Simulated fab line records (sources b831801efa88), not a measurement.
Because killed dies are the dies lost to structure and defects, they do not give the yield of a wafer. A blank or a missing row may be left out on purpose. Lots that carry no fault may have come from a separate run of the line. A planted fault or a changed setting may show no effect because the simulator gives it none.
Problem report, 8D (eight disciplines) form, completed by code -- flow gf180mcu -- the parts of the form that need people (team, actions taken, sign-off) are left out

1. WHAT IS WRONG
Mean CONTACT_W_RS at GF_CONTACT_RS_MEAS_25: 0.226 ohm/sq over 6 wafers in 2 lots; fault-free wafers: 0.386 ohm/sq, standard deviation 0.0045. That puts it -36 standard deviations away from the usual mean.
The step: measures by four-point-probe.
First seen on wafer L332.1, day 18 17:14, on film metro-02. The record has a number at this step for 33 wafers belonging to 11 lots. Rule for "out" (also "out of limits"): further than 4 standard deviations from the usual mean. The rest of the wafers with a number are treated as sound.

2. WHAT IT IS, AND WHAT IT ISN'T
question,is,is not
which readings at this step,CONTACT_W_RS,-
which lots,"L332, L333","L326, L331, L335, L342, L343, L345, L346, L347, L348"
which wafers of those lots,all that have a number,-
read on which gauges,film metro-02,"film metro-01, film metro-04"
when,from day 18 17:14,"up to then (6 sound wafers); but 21 sound wafers of L335, L342, L343, L345, L346, L347, L348 came after"

3. WHAT RULES OUT EACH SUSPECT
Counting: a tool at a process step up to the reading stays a suspect if it ran every lot that is out and no sound lot after the first of them.
- the gauge at GF_CONTACT_RS_MEAS_25: ruled out. All the wafers that are out were read on film metro-02, but those of them that GF_CONTACT_CVD_24 has rows for are out there too, on other tools.
- cvd w-01 at GF_CONTACT_CVD_24 (deposits W, target thk 300 nm, time 90.339 s): ruled out as a lasting fault. After its first lot that is out, L332 (day 18 17:08), sound lots L342, L345, L348, L347 ran on it.
Left after counting: nothing in the record.

4. THE CAUSE (what the simulator had put in)
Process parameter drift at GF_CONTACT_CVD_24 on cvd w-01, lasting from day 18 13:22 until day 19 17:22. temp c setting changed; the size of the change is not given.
Counting ruled it out, wrongly: the rule takes a fault to strike every lot that its tool runs from its start on, and this one did not.

5. SEQUENCE OF EFFECTS, ordered by route
Each row: a reading where the mean over the struck wafers with a number is more than 3 standard deviations away from the usual. Only readings whose record carries a usual standard deviation are examined. hours: median over the lots of the time between each lot's start at the first step of this table that gives one and its start at this step. sigmas: the change, counted in usual standard deviations.
hours,step,reading,usual,on struck wafers,change,sigmas
0,GF_CONTACT_CVD_24,heater power outer w,491 W,665,+174,+7.6
0,GF_CONTACT_CVD_24,heater power w,807 W,1020,+214,+3.7
0,GF_CONTACT_CVD_24,susceptor temp C,400.02 C,454.29,+54.27,+99 or more
0,GF_CONTACT_RS_MEAS_25,CONTACT_W_RS,0.386 ohm/sq,0.226,-0.160,-36
0,GF_CONTACT_THK_MEAS_26,CONTACT_W_THK,294 nm,502,+208,+55
0,GF_CONTACT_CMP_27,time to endpoint s,70 s,118,+48,+14
Here are the process steps it includes:
- GF_CONTACT_CVD_24: deposits W, target thk 300 nm, time 90.339 s.
- GF_CONTACT_CMP_27: polishes, stops on SiO2, t overpolish 15 s, target thk 0 nm.
Later steps that measure or inspect, where all struck wafers having a row at the step show a number for every such reading and not one has moved that far: GF_M4_CD_MEAS_14.

6. WHAT WOULD HAVE CAUGHT IT SOONER
Counted from the fault's start at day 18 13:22, it took 4 hours until the first out-of-limits reading at a measuring or inspecting step in this record, taken at day 18 17:14.
At GF_CONTACT_CVD_24, the tool's own readings (heater power outer w, susceptor temp C) were out on each struck wafer the step has a row for, so an alarm limit on them would have fired on the first such wafer.
